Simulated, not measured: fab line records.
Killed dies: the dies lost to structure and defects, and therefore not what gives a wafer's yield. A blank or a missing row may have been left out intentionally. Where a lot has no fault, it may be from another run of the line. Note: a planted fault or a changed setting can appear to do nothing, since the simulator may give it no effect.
Chamber matching || flow sfqLine || SFQ_TRILAYER_I3_DEP_PECVD_081 on pecvd-04 has 3 sister chambers
The step deposits SiO2 from SiH4/N2O, time 111.11 s, target thk 500 nm. 3 wafers are shown with their chamber, then 7 later ones without.

WAFERS, EACH WITH ITS CHAMBER
{"wafer": "L806.1", "chamber": 2, "throttleValvePct (%)": 22.7}
{"wafer": "L806.3", "chamber": 0, "throttleValvePct (%)": 23.6}
{"wafer": "L812.1", "chamber": 1, "throttleValvePct (%)": 24.7}

WAFERS MISSING THEIR CHAMBER
{"wafer": "L812.2", "throttleValvePct (%)": 23.6}
{"wafer": "L817.2", "throttleValvePct (%)": 24.5}
{"wafer": "L817.3", "throttleValvePct (%)": 24.8}
{"wafer": "L817.4", "throttleValvePct (%)": 23.9}
{"wafer": "L819.2", "throttleValvePct (%)": 24.8}
{"wafer": "L819.4", "throttleValvePct (%)": 24.5}
{"wafer": "L819.5", "throttleValvePct (%)": 23.6}

WHICH CHAMBER EACH WENT THROUGH
{"wafer": "L812.2", "from the rows above": 0, "in truth": 0}
{"wafer": "L817.2", "from the rows above": 1, "in truth": 1}
{"wafer": "L817.3", "from the rows above": 1, "in truth": 1}
{"wafer": "L817.4", "from the rows above": 0, "in truth": 0}
{"wafer": "L819.2", "from the rows above": 1, "in truth": 1}
{"wafer": "L819.4", "from the rows above": 1, "in truth": 1}
{"wafer": "L819.5", "from the rows above": 0, "in truth": 0}
Correctly placed: 7 of 7. Number that these rows cannot place: 0. Number placed wrongly: 0.
How it was worked out, from the rows above alone: a wafer's distance from a chamber is the root of the sum, over the readings, of the square of ((its reading less the chamber's mean) divided by the reading's scatter). If the next closest chamber is less than 2 further off than the closest, the wafer can't be placed; otherwise it belongs to the closest. For every chamber, the mean is computed from those of its wafers that are shown. The scatter: root of mean squared gap, hidden wafer to nearest shown wafer, with one shown wafer a chamber.
